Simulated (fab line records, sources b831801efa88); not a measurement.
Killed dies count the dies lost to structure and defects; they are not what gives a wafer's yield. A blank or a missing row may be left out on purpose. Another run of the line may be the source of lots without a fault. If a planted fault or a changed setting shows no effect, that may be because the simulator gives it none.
The same fault as seen by 2 desks    flow gf180mcu    every desk sees just its own numbers, and what lay behind them comes last

## AT THE TOOL OWNER'S DESK: cvd-w-01
The tool's own readings at GF_CONTACT_CVD_24 (deposits W, target thk 300 nm, time 90.339 s): means of the sampled wafers that have a number, for each lot that ran on this tool. A lot is out of limits, marked OUT, if its mean lies more than 4 standard deviations from the usual mean; the brackets give that distance.
Columns: A = heater-power-outer-w at GF_CONTACT_CVD_24, usual 564 W; B = heater-power-w at GF_CONTACT_CVD_24, usual 875 W
lot   first seen here  A    B
L846  day 18 06:36     531  869
L850  day 19 18:44     537  856
L858  day 22 14:49     531  868
L863  day 24 05:04     461  731
This desk found nothing out of limits on any of the 4 lots.

## THE METROLOGY DESK
What the gauges read, lot by lot, whatever tool the lot ran on: means of the sampled wafers that have a number. A lot is out of limits, marked OUT, if its mean lies more than 4 standard deviations from the usual mean; the brackets give that distance.
Columns: A = cd-nm at GF_CONTACT_CD_MEAS_14, usual 219.9 nm; B = CONTACT_OVL at GF_CONTACT_OVL_MEAS_15, usual -3 nm; C = CONTACT_W_RS at GF_CONTACT_RS_MEAS_25, usual 0.385 ohm/sq
lot   first seen here  A      B   C
L846  day 18 05:52     221.1  -9  0.381
L850  day 19 17:56     221.6  0   0.378
L858  day 22 14:07     220.9  1   0.384
L860  day 23 06:44     218.5  2   0.383
L862  day 23 21:38     220.5  -1  0.378
L863  day 24 04:22     218.9  9   0.376
This desk found nothing out of limits on any of the 6 lots.

## TAKEN TOGETHER
The tool owner's desk saw nothing out of limits.
Metrology desk: nothing out of limits seen.

## WHAT THE SIMULATOR HAD INSERTED
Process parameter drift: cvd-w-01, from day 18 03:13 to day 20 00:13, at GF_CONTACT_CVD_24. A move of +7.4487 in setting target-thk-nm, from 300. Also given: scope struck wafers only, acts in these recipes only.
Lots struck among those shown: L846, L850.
